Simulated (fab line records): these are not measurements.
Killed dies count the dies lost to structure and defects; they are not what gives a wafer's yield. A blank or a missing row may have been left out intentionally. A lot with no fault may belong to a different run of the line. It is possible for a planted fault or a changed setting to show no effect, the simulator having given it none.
Which tool is to blame? / flow gf180mcu / 11 lots (33 wafers sampled), 1 step of a 602-step route

== WHAT THE GAUGES READ, wafer by wafer ==
GF_STI_THK_MEAS_22.
lot=L868; measured=day 2 08:52; on=film metro-02; STI_OXIDATION_01_THK (nm)=15.6 15.4 15.7
lot=L869; measured=day 2 11:43; on=film metro-03; STI_OXIDATION_01_THK (nm)=15.5 15.4 15.5
lot=L870; measured=day 2 17:26; on=film metro-02; STI_OXIDATION_01_THK (nm)=15.5 15.6 15.4
lot=L872; measured=day 3 01:13; on=film metro-01; STI_OXIDATION_01_THK (nm)=15.4 15.4 15.0
lot=L871; measured=day 3 01:14; on=film metro-03; STI_OXIDATION_01_THK (nm)=15.3 15.2 15.0
lot=L881; measured=day 4 22:37; on=film metro-02; STI_OXIDATION_01_THK (nm)=15.5 15.3 15.3
lot=L882; measured=day 5 03:44; on=film metro-02; STI_OXIDATION_01_THK (nm)=15.3 15.2 15.4
lot=L886; measured=day 6 00:16; on=film metro-02; STI_OXIDATION_01_THK (nm)=14.5 14.5 14.7
lot=L887; measured=day 6 07:05; on=film metro-01; STI_OXIDATION_01_THK (nm)=14.8 15.1 14.9
lot=L889; measured=day 6 15:05; on=film metro-03; STI_OXIDATION_01_THK (nm)=15.2 15.1 15.0
lot=L890; measured=day 6 20:47; on=film metro-02; STI_OXIDATION_01_THK (nm)=14.7 14.9 14.8

== WHICH TOOL RAN EACH LOT (tool, then ch and the chambers of the sampled wafers, then the start) ==
The record holds no process step before these readings.

== AS READ BY THE TOOLS THEMSELVES (means over the sampled wafers that have a number; for cases with no such wafer, the mark the record gives instead) ==
The record holds no such reading with a usual standard deviation.

== THE ANSWER, worked out from the rows above alone ==
Rule: the lots themselves supply what counts as usual. Put in order of their means at a reading, lots are off if they are a third of the lots or fewer, leave a main group of 4 or more, and stand apart from it by a gap of 3 or more times the standard deviation of the main group's means; of several such gaps the widest counts. A main group is skipped when, at the precision printed for the reading in the tables above, its means are all equal. Also off: a lot with no number at a reading for which 4 or more lots have one. The other lots that the step has rows for count as sound. Order of review: gauges by route order, followed by the tools' own readings, for which a lot's mean as printed above is used. The first step at which some lot is off is used, and at that step the reading that is off furthest; a lot without a number counts as furthest.
No lot is off on any of the readings shown, so nothing can be concluded from this.

== WHAT THE SIMULATOR HAD PUT IN ==
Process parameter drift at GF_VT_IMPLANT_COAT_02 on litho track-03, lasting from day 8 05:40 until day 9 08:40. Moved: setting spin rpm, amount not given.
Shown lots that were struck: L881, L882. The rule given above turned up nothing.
